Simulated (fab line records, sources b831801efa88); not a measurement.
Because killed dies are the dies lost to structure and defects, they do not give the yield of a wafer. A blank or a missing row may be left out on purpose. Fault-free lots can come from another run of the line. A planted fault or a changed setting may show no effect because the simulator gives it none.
Split-lot experiment + flow sfq_line + 10 wafers read from 4 lots, route of 325 steps

== THE SPLIT ==
At SFQ_TRILAYER_I0_VIA_LITHO_COAT_036 (resist thk 62 nm), the setting spin_rpm was moved away from the recipe's 3000 rpm on 2 of the 10 wafers read, by -7.0% to -3.7%. This setting was run at the recipe's value on the other wafers.

Between the split and the reading, the file records no step.

== THE READING ==
etch.depth_nm (the simulator's own value, which no gauge read), in nm, at SFQ_TRILAYER_I0_VIA_BARC_OPEN_VIA_ETCH_046 (etches BARC in O2, target depth 125 nm, time 41.7 s). The file does not state a usual value for it. Average 61.96 nm, standard deviation 0.1 nm, over the 8 wafers here run with the recipe.

| wafer  | tool, chamber at the split | spin_rpm as run, rpm | against the recipe | etch.depth_nm, nm | against lot-mates on the recipe |
|--------|----------------------------|----------------------|--------------------|-------------------|---------------------------------|
| L076.3 | litho_track-03, 0          | 3000                 | recipe             | 62.05             | -                               |
| L076.5 | litho_track-03, 0          | 3000                 | recipe             | 61.89             | -                               |
| L076.6 | litho_track-03, 0          | 3000                 | recipe             | 62.03             | -                               |
| L077.4 | litho_track-03, 0          | 2890                 | -3.7%              | 63.18             | +1.05                           |
| L077.5 | litho_track-03, 0          | 3000                 | recipe             | 62.13             | -                               |
| L079.1 | litho_track-03, 0          | 3000                 | recipe             | 61.99             | -                               |
| L079.3 | litho_track-03, 0          | 2789                 | -7.0%              | 64.27             | +2.28                           |
| L081.1 | litho_track-04, 0          | 3000                 | recipe             | 61.8              | -                               |
| L081.3 | litho_track-04, 0          | 3000                 | recipe             | 61.88             | -                               |
| L081.4 | litho_track-04, 0          | 3000                 | recipe             | 61.91             | -                               |

THE FIT
A straight line over all 10 wafers: etch.depth_nm changes by -0.329 nm for each +1% of spin_rpm; r = -0.99; the points scatter about the line by 0.1 nm.
The same after taking each lot's own level away (the mean of its wafers on the recipe; 10 wafers): -0.317 nm for each +1%; r = -1.00; scatter 0.067 nm.
Per that fit: largest spin_rpm move, reading shift of 2.2 nm.
Measured against the standard deviation above, the lots' own levels, which go from 61.863 to 62.130 nm, span 2.6 times it.
Consequently the slope shifts little with the lot-to-lot level, the two slopes agreeing.
Check: +2.01 nm against its lot-mates is what the line predicts for one of the wafers moved furthest among these (-7.0%) when that wafer is left out of the fit. Against them it came out at +2.28 nm.

== THESE WAFERS: OTHER SPLITS ==
Before the reading, these wafers also passed through other splits. Each is held against what the fit with the lots' levels taken away leaves over:
| other split on the same wafers               | wafers away from the commonest value | r with etch.depth_nm (lot level and that fit taken away) |
|----------------------------------------------|--------------------------------------|----------------------------------------------------------|
| SFQ_TRILAYER_INCOMING_OXIDATION_002 temp_c   | 4                                    | +0.10                                                    |
| SFQ_TRILAYER_L0_DEP_SPUTTER_003 power_w      | 0                                    | -                                                        |
| SFQ_TRILAYER_L0_LITHO_PEB_008 peb_time_s     | 5                                    | +0.17                                                    |
| SFQ_TRILAYER_L0_VIA_LITHO_COAT_018 spin_rpm  | 1                                    | +0.26                                                    |
| SFQ_TRILAYER_L0_VIA_LITHO_PEB_016 peb_time_s | 3                                    | -0.16                                                    |
| SFQ_TRILAYER_M0_LITHO_COAT_026 spin_rpm      | 1                                    | -0.52                                                    |
| SFQ_TRILAYER_M0_LITHO_COAT_021 spin_rpm      | 3                                    | -0.51                                                    |

== THE WHOLE CHAIN: every reading that the file lists as answering this split, in the file's order ==
| step                                       | what it does                                        | reading                                                                                        | change (the file's fit)               | r (the file's) |
|--------------------------------------------|-----------------------------------------------------|------------------------------------------------------------------------------------------------|---------------------------------------|----------------|
| SFQ_TRILAYER_I0_VIA_LITHO_COAT_036         | resist thk 62 nm                                    | BARC_of_TRILAYER_I0_VIA_LITHO_COAT_036.thk_nm (the simulator's own value, which no gauge read) | -0.32 nm for each +1% of the setting  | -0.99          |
| SFQ_TRILAYER_I0_VIA_BARC_OPEN_VIA_ETCH_046 | etches BARC in O2, target depth 125 nm, time 41.7 s | etch.depth_nm (the simulator's own value, which no gauge read)                                 | -0.316 nm for each +1% of the setting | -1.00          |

== THE FILE'S OWN FIT ==
etch.depth_nm changes by -0.316 nm for each +1% of spin_rpm, r = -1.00.
